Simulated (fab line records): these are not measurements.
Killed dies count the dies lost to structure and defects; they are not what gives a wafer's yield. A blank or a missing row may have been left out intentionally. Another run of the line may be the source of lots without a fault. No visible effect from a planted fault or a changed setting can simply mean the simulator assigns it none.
Struck lot and sound lot, side by side || flow sfq line || 37 out of 325 route steps
Sound: the wafers L842.3, L842.4, L842.6. Wafers struck: L830.2, L830.4, L830.6. At the end, the cause is stated.
At each step with rows: each side's tool, then ch and its chambers, then its first start. Under that, the readings that differ: sound wafers || struck wafers || difference of the means || sigmas: that difference in standard deviations of wafers without a fault.
alike: readings whose means differ by less than 2 such deviations, and words and numbers that are the same on both sides. not compared: withheld readings, readings that some wafer has no value for, bounds like >300 that may hide the same value, and numbers for which the record gives no deviation and whose values overlap.
The two part at a step that has a row with sigmas, a row that says differs or no value, or rows on one side only. Non-overlapping numbers with no deviation appear without sigmas and do not part them. A reading that every wafer of one side lacks parts them only if that side has two wafers or more.

SFQ_L0_RS_MEAS_901: uses a four-point probe to measure.
  sound on film metro-03, day 5 21:36; struck on film metro-03, day 3 09:35
  alike: L0_MONX_KI_RS
SFQ_L0_THK_MEAS_902: measures by xrf.
  sound on film metro-03, day 5 21:42; struck on film metro-03, day 3 09:41
  alike: L0_MONX_KI_THK
then, 6 steps without rows for these wafers: SFQ_TRILAYER_L0_LITHO_COAT_010 (resist thk 62 nm); SFQ_TRILAYER_L0_LITHO_COAT_005 (resist thk 595 nm); SFQ_TRILAYER_L0_LITHO_SOFTBAKE_009; SFQ_TRILAYER_L0_LITHO_EXPOSE_006 (exposes mask L0, target cd 2000 nm); SFQ_TRILAYER_L0_LITHO_PEB_008 (peb time 60 s); SFQ_TRILAYER_L0_LITHO_DEVELOP_007 (time 60 s).
SFQ_TRILAYER_L0_BARC_OPEN_METAL_ETCH_010: etches BARC in O2, target depth 125 nm, time 41.7 s.
  sound on rie metal-03 ch 0,1, day 9 00:03; struck on rie metal-04 ch 0,1, day 4 04:42
  alike: chamber pressure mTorr, drypump motor current A, oes product au
  not compared: rf hours counter h
then, 1 step without rows for these wafers: SFQ_TRILAYER_L0_ETCH_METAL_ETCH_008 (etches MoNx KI in SF6/O2, stops on SiO2, target depth 50 nm, time 25 s).
SFQ_TRILAYER_L0_STRIP_STRIP_009: strips in O2.
  sound on rie metal-03 ch 0,1, day 9 00:20; struck on rie metal-04 ch 0,1, day 4 04:49
  alike: chamber pressure mTorr, drypump motor current A, oes product au, platen temp c
  not compared: rf hours counter h
then, 1 step without rows for these wafers: SFQ_TRILAYER_L0_STRIP_SOLV_CLEAN_010 (cleans in NMP, time 600 s).
SFQ_TRILAYER_L0_CAP_PECVD_011: deposits SiO2 from SiH4/N2O, time 13.333 s, target thk 60 nm.
  sound on pecvd-03 ch 1,2, day 9 00:55; struck on pecvd-01 ch 0,1,2, day 4 05:35
  no value came back on the struck wafers for chamber pressure Torr (Torr), heater power outer w (W), heater power w (W), throttle valve pct (%); on the sound wafers chamber pressure Torr (Torr) reads 2.401 2.394 2.414
  not compared: since wet clean h
then, 6 steps without rows for these wafers: SFQ_TRILAYER_L0_VIA_LITHO_COAT_018 (resist thk 62 nm); SFQ_TRILAYER_L0_VIA_LITHO_COAT_013 (resist thk 639.5 nm); SFQ_TRILAYER_L0_VIA_LITHO_SOFTBAKE_017; SFQ_TRILAYER_L0_VIA_LITHO_EXPOSE_014 (exposes mask L0V, target cd 700 nm); SFQ_TRILAYER_L0_VIA_LITHO_PEB_016 (peb time 60 s); SFQ_TRILAYER_L0_VIA_LITHO_DEVELOP_015 (time 60 s).
-- the record jumps here: 2 days lie between the struck wafers' starts before and after --
SFQ_L0V_OVL_MEAS_903:
  sound on overlay-02, day 13 14:06; struck on overlay-01, day 6 10:55
  alike: L0V_OVL
then, 1 step without rows for these wafers: SFQ_TRILAYER_L0_VIA_BARC_OPEN_VIA_ETCH_021 (etches BARC in O2, target depth 125 nm, time 41.7 s).
SFQ_TRILAYER_L0_VIA_ETCH_VIA_ETCH_016: etches SiO2 in CHF3, stops on MoNx KI, target depth 80 nm.
  sound on rie diel-04 ch 1,3, day 13 14:10; struck on rie diel-02 ch 0,1,2, day 6 10:59
{"reading": "oes product au (a.u.)", "sound": "0.849 0.846 0.845", "struck": "0.371 0.366 0.370", "difference": -0.478, "sigmas": -62}
{"reading": "model.etch.depth nm (nm)", "sound": "60.14 61.34 60.62", "struck": "0 0 0", "difference": -61, "sigmas": ""}
  alike: chamber pressure mTorr, drypump motor current A
then, 3 steps without rows for these wafers: SFQ_TRILAYER_L0_VIA_STRIP_STRIP_017 (strips in O2); SFQ_TRILAYER_L0_VIA_STRIP_SOLV_CLEAN_018 (cleans in NMP, time 600 s); SFQ_TRILAYER_M0_DEP_PRE_CLEAN_020 (time 15 s).
SFQ_TRILAYER_M0_DEP_SPUTTER_019: material Nb, target thk 200 nm, time 133.3 s.
  sound on pvd sputter-06, day 13 15:02; struck on pvd sputter-06, day 6 12:26
  alike: throttle valve pct
SFQ_M0_RS_MEAS_904: uses a four-point probe to measure.
  sound on film metro-03, day 13 15:10; struck on film metro-01, day 6 12:32
  alike: M0_NB_RS
then, 3 steps without rows for these wafers: SFQ_TRILAYER_M0_LITHO_COAT_026 (resist thk 62 nm); SFQ_TRILAYER_M0_LITHO_COAT_021 (resist thk 600 nm); SFQ_TRILAYER_M0_LITHO_SOFTBAKE_025.
-- the record jumps here: 4 days lie between the struck wafers' starts before and after --
SFQ_TRILAYER_M0_LITHO_EXPOSE_022: exposes mask M0, target cd 500 nm.
  sound on krf scanner-01 ch 0, day 14 05:06; struck on krf scanner-02, day 10 04:44
  no value came back on the struck wafers for exposure dose mJ cm2, focus offset nm (nm), sigma outer; on the sound wafers exposure dose mJ cm2 reads 14.409 14.405 14.399
  alike: mask
SFQ_TRILAYER_M0_LITHO_PEB_024: peb time 62.16 s.
  sound on litho track-04 ch 0, day 14 05:57; struck on litho track-03 ch 0, day 10 05:45
  alike: plate sensor t centre C, plate sensor t edge C
then, 1 step without rows for these wafers: SFQ_TRILAYER_M0_LITHO_DEVELOP_023 (time 60 s).
SFQ_M0_OVL_MEAS_906:
  sound on overlay-01, day 14 06:13; struck on overlay-02, day 10 06:02
{"reading": "M0_OVL (nm)", "sound": "1 -1 0", "struck": "- - -", "difference": "no value on the struck wafers", "sigmas": ""}
then, 1 step without rows for these wafers: SFQ_TRILAYER_M0_BARC_OPEN_METAL_ETCH_031 (etches BARC in O2, target depth 125 nm, time 41.7 s).
SFQ_TRILAYER_M0_ETCH_METAL_ETCH_024: etches Nb in Cl2/Ar, stops on SiO2, target depth 240 nm, time 120 s.
  sound on rie metal-04 ch 1, day 14 06:26; struck on rie metal-01 ch 0,1, day 10 06:08
  alike: chamber pressure mTorr, drypump motor current A, oes product au
  not compared: rf hours counter h, model.M0.cd nm
SFQ_TRILAYER_M0_STRIP_STRIP_025: strips in O2.
  sound on rie metal-04 ch 1, day 14 07:01; struck on rie metal-01 ch 0,1, day 10 06:15
  alike: chamber pressure mTorr, drypump motor current A, oes product au, platen temp c
  not compared: rf hours counter h

== WHERE THEY PART ==
At SFQ_TRILAYER_L0_CAP_PECVD_011 first; at SFQ_M0_OVL_MEAS_906 last (within this record only). Later steps at which nothing parts them and some readings are alike: SFQ_TRILAYER_M0_ETCH_METAL_ETCH_024, SFQ_TRILAYER_M0_STRIP_STRIP_025.

WHY: what the simulator had put in
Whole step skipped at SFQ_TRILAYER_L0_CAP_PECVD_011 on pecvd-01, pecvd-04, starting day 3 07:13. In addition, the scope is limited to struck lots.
